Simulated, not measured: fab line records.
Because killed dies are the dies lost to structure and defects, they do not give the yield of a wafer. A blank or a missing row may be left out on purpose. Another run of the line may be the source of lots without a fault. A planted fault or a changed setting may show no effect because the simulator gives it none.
Commonality check across tools :: flow gf180mcu :: 39 wafers sampled across 13 lots

WHY IT WAS OPENED
Of 13 lots, 3 have the reading MVPSD_TW flagged at GF_MVPSD_TW_MEAS_11. Fault-free wafers read 551, with a standard deviation of 11.
Rule: flag the lot when none of its wafers has a number, or when each of its wafers that has one lies beyond 4 standard deviations from that mean. The rest of the lots are taken to be sound.

lot: L801
measured: day 4 23:51
on: film-metro-02
MVPSD_TW, wafer by wafer: 566 569 568
flag: 

lot: L803
measured: day 5 10:49
on: film-metro-01
MVPSD_TW, wafer by wafer: 544 544 544
flag: 

lot: L804
measured: day 5 18:51
on: film-metro-02
MVPSD_TW, wafer by wafer: 563 563 560
flag: 

lot: L805
measured: day 6 01:16
on: film-metro-02
MVPSD_TW, wafer by wafer: 565 565 562
flag: 

lot: L809
measured: day 7 06:30
on: film-metro-02
MVPSD_TW, wafer by wafer: 621 618 621
flag: FLAGGED

lot: L810
measured: day 7 11:54
on: film-metro-02
MVPSD_TW, wafer by wafer: 621 621 619
flag: FLAGGED

lot: L811
measured: day 7 14:40
on: film-metro-01
MVPSD_TW, wafer by wafer: 601 601 602
flag: FLAGGED

lot: L813
measured: day 8 00:04
on: film-metro-03
MVPSD_TW, wafer by wafer: 538 540 538
flag: 

lot: L817
measured: day 8 23:58
on: film-metro-03
MVPSD_TW, wafer by wafer: 538 538 542
flag: 

lot: L821
measured: day 10 00:36
on: film-metro-01
MVPSD_TW, wafer by wafer: 543 543 538
flag: 

lot: L822
measured: day 10 08:01
on: film-metro-02
MVPSD_TW, wafer by wafer: 563 563 563
flag: 

lot: L823
measured: day 10 13:21
on: film-metro-01
MVPSD_TW, wafer by wafer: 541 541 540
flag: 

lot: L824
measured: day 10 21:14
on: film-metro-01
MVPSD_TW, wafer by wafer: 542 543 541
flag: 
Average over the flagged lots: 614; offset from the usual +63, equal to +6 standard deviations.

WHICH TOOL RAN EACH LOT
The record keeps 1 process step preceding the reading, out of 602 steps on the route. Each cell gives the tool, then ch followed by the chambers the sampled wafers passed through, then the start.
lot: L801
flag: 
GF_MVPSD_IMPLANT_08: implanter-02 ch 0, day 4 23:27

lot: L803
flag: 
GF_MVPSD_IMPLANT_08: implanter-01 ch 0, day 5 10:27

lot: L804
flag: 
GF_MVPSD_IMPLANT_08: implanter-01 ch 0, day 5 18:27

lot: L805
flag: 
GF_MVPSD_IMPLANT_08: implanter-01 ch 0, day 6 00:53

lot: L809
flag: FLAGGED
GF_MVPSD_IMPLANT_08: implanter-03 ch 0, day 7 06:07

lot: L810
flag: FLAGGED
GF_MVPSD_IMPLANT_08: implanter-03 ch 0, day 7 11:31

lot: L811
flag: FLAGGED
GF_MVPSD_IMPLANT_08: implanter-03 ch 0, day 7 14:17

lot: L813
flag: 
GF_MVPSD_IMPLANT_08: implanter-01 ch 0, day 7 23:41

lot: L817
flag: 
GF_MVPSD_IMPLANT_08: implanter-01 ch 0, day 8 23:19

lot: L821
flag: 
GF_MVPSD_IMPLANT_08: implanter-03 ch 0, day 10 00:13

lot: L822
flag: 
GF_MVPSD_IMPLANT_08: implanter-01 ch 0, day 10 07:38

lot: L823
flag: 
GF_MVPSD_IMPLANT_08: implanter-02 ch 0, day 10 12:58

lot: L824
flag: 
GF_MVPSD_IMPLANT_08: implanter-02 ch 0, day 10 20:52
These steps, and what they do:
- GF_MVPSD_IMPLANT_08
- GF_MVPSD_TW_MEAS_11

FLAGGED OVER TOTAL, TOOL BY TOOL (the gauges that took the reading come last)
step: GF_MVPSD_IMPLANT_08
tool: implanter-01
lots run: 6
flagged: 0
share of the flagged lots: none
sound lots run after its first flagged lot: -

step: GF_MVPSD_IMPLANT_08
tool: implanter-02
lots run: 3
flagged: 0
share of the flagged lots: none
sound lots run after its first flagged lot: -

step: GF_MVPSD_IMPLANT_08
tool: implanter-03
lots run: 4
flagged: 3
share of the flagged lots: all
sound lots run after its first flagged lot: 1 (L821)

step: GF_MVPSD_TW_MEAS_11
tool: film-metro-01
lots run: 5
flagged: 1
share of the flagged lots: some
sound lots run after its first flagged lot: 3 (L821,L823,L824)

step: GF_MVPSD_TW_MEAS_11
tool: film-metro-02
lots run: 6
flagged: 2
share of the flagged lots: some
sound lots run after its first flagged lot: 1 (L822)

step: GF_MVPSD_TW_MEAS_11
tool: film-metro-03
lots run: 2
flagged: 0
share of the flagged lots: none
sound lots run after its first flagged lot: -

WHAT THE TABLE PERMITS
In the table, 1 row covers all flagged lots: implanter-03 at GF_MVPSD_IMPLANT_08.
- implanter-03 at GF_MVPSD_IMPLANT_08: 3 of its 4 lots flagged. Sound lots followed the first flagged one (L821) on it, something a lasting fault affecting the whole tool could not allow. Its own readings (tilt-deg) fall more than 4 standard deviations out on all wafers of the flagged lots.
Every row of the table either missed a flagged lot or ran a sound lot after the first.

WHAT HAD BEEN PUT IN BY THE SIMULATOR
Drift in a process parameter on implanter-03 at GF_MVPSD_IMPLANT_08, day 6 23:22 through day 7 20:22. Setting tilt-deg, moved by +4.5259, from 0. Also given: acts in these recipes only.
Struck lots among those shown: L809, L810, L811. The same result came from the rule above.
